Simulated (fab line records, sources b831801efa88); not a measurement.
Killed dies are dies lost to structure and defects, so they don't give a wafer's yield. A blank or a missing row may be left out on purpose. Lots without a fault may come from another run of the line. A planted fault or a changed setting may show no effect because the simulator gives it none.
Which tool did it? | flow sky130 | 12 lots, 36 wafers sampled, at 3 steps of a route of 708

WHAT THE GAUGES READ, wafer by wafer
SKY_VIA2_THK_MEAS_23: measures by xrf. Usual: VIA2_W_THK 430 nm, standard deviation 7.4.
lot  | measured     | on            | VIA2_W_THK (nm) | flag
L600 | day 36 19:07 | film_metro-04 | 425 428 425     |
L603 | day 37 17:40 | film_metro-04 | 427 425 426     |
L606 | day 38 17:56 | film_metro-01 | 425 420 424     |
L607 | day 39 02:13 | film_metro-03 | 437 439 432     |
L608 | day 39 14:46 | film_metro-03 | 435 431 432     |
L609 | day 39 14:55 | film_metro-01 | 421 423 421     |
L613 | day 41 00:15 | film_metro-03 | 435 437 435     |
L616 | day 41 16:25 | film_metro-04 | 427 431 435     |
L619 | day 42 11:23 | film_metro-03 | 435 438 436     |
L620 | day 42 13:07 | film_metro-04 | 434 434 438     |
L621 | day 42 20:47 | film_metro-03 | 439 440 443     |
L622 | day 42 21:20 | film_metro-01 | 426 429 431     |

WHICH TOOL RAN EACH LOT (tool, then ch and the chambers of the sampled wafers, then the start)
lot  | SKY_METAL2_STRIP_20                  | SKY_VIA2_ETCH_14
L600 | plasma_asher-04 ch 0,1, day 35 14:43 | rie_diel-04 ch 2,3, day 36 18:01
L603 | plasma_asher-03 ch 0,1, day 36 13:02 | rie_diel-01 ch 1,2,3, day 37 16:39
L606 | plasma_asher-04 ch 0,1, day 37 14:51 | rie_diel-01 ch 0,1,2, day 38 16:55
L607 | plasma_asher-03 ch 0,1, day 37 22:50 | rie_diel-01 ch 0,1,2, day 39 01:10
L608 | plasma_asher-03 ch 0,1, day 38 11:08 | rie_diel-01 ch 0,2,3, day 39 13:45
L609 | plasma_asher-03 ch 0,1, day 38 11:43 | rie_diel-04 ch 0,1, day 39 13:46
L613 | plasma_asher-03 ch 0,1, day 39 21:28 | rie_diel-04 ch 1,2,3, day 40 22:54
L616 | plasma_asher-01 ch 0,1, day 40 13:44 | rie_diel-04 ch 1,2,3, day 41 15:19
L619 | plasma_asher-01 ch 0,1, day 41 09:55 | rie_diel-04 ch 1,2,3, day 42 10:22
L620 | plasma_asher-04 ch 0,1, day 41 11:21 | rie_diel-01 ch 0,1,2, day 42 11:42
L621 | plasma_asher-04 ch 0,1, day 41 18:53 | rie_diel-01 ch 1,2, day 42 19:46
L622 | plasma_asher-04 ch 0,1, day 41 20:08 | rie_diel-03 ch 0,2, day 42 20:17
- SKY_METAL2_STRIP_20: strips in O2/N2.
- SKY_VIA2_ETCH_14: etches BARC in N2/H2, stops on SiO2, time 45.9 s, target depth 60 nm.

WHAT THE TOOLS THEMSELVES READ (means of the sampled wafers that have a number; where no wafer has one, the mark that the record gives instead)
SKY_METAL2_STRIP_20. Usual: drypump_motor_current_A 5.7 A, standard deviation 0.6; oes_product_au 0.341 a.u., standard deviation 0.0049; strip_time_to_endpoint_s 2.65 s, standard deviation 0.041.
lot  | tool            | drypump_motor_current_A (A) | oes_product_au (a.u.) | strip_time_to_endpoint_s (s) | flag
L600 | plasma_asher-04 | 5.1                         | 0.338                 | 2.66                         |
L603 | plasma_asher-03 | 6.1                         | 0.345                 | 2.71                         |
L606 | plasma_asher-04 | 5.3                         | 0.347                 | 2.69                         |
L607 | plasma_asher-03 | 6.4                         | 0.340                 | 2.63                         |
L608 | plasma_asher-03 | 6.4                         | 0.345                 | 2.64                         |
L609 | plasma_asher-03 | 6.4                         | 0.341                 | 2.67                         |
L613 | plasma_asher-03 | 6.5                         | 0.342                 | 2.63                         |
L616 | plasma_asher-01 | 5.8                         | 0.339                 | 2.64                         |
L619 | plasma_asher-01 | 6.0                         | 0.342                 | 2.67                         |
L620 | plasma_asher-04 | 5.1                         | 0.339                 | 2.61                         |
L621 | plasma_asher-04 | 5.1                         | 0.340                 | 2.62                         |
L622 | plasma_asher-04 | 5.1                         | 0.344                 | 2.68                         |

SKY_VIA2_ETCH_14. Usual: drypump_motor_current_A 5.7 A, standard deviation 0.41; oes_product_au 0.856 a.u., standard deviation 0.0048; rf_fwd_power_W 494.2 W, standard deviation 2.6; throttle_valve_pct 13.225 %, standard deviation 0.0093.
lot  | tool        | drypump_motor_current_A (A) | oes_product_au (a.u.) | rf_fwd_power_W (W) | throttle_valve_pct (%) | flag
L600 | rie_diel-04 | 5.7                         | 0.854                 | 495.9              | 13.231                 |
L603 | rie_diel-01 | 5.7                         | 0.853                 | 492.8              | 13.222                 |
L606 | rie_diel-01 | 5.8                         | 0.852                 | 491.9              | 13.218                 |
L607 | rie_diel-01 | 5.9                         | 0.855                 | 575.5              | 13.223                 | OFF
L608 | rie_diel-01 | 5.8                         | 0.859                 | 573.0              | 13.229                 | OFF
L609 | rie_diel-04 | 6.0                         | 0.851                 | 495.0              | 13.219                 |
L613 | rie_diel-04 | 6.0                         | 0.852                 | 495.4              | 13.228                 |
L616 | rie_diel-04 | 6.0                         | 0.858                 | 495.7              | 13.229                 |
L619 | rie_diel-04 | 6.0                         | 0.856                 | 495.3              | 13.215                 |
L620 | rie_diel-01 | 5.9                         | 0.859                 | 492.6              | 13.222                 |
L621 | rie_diel-01 | 5.8                         | 0.853                 | 493.7              | 13.228                 |
L622 | rie_diel-03 | 5.5                         | 0.855                 | 493.8              | 13.229                 |

THE ANSWER, worked out from the rows above alone
Rule: a lot is off if the mean of its wafers that have a number lies more than 3 standard deviations from the usual mean. A lot without any number at a reading at which 4 lots or more have one is off too. The other lots that the step has rows for count as sound. The gauges are gone through in route order, then the tools' own readings, and for those a lot's mean is taken as printed above. The first step at which some lot is off is used, and at that step the reading that is off furthest; a lot without a number counts as furthest.
Off: L607, L608, at SKY_VIA2_ETCH_14 (rf_fwd_power_W).
A tool fits if, at that step or a process step before it, it ran every lot that is off, and no sound lot after the first of them. None of those tried fits.

WHAT THE SIMULATOR HAD PUT IN
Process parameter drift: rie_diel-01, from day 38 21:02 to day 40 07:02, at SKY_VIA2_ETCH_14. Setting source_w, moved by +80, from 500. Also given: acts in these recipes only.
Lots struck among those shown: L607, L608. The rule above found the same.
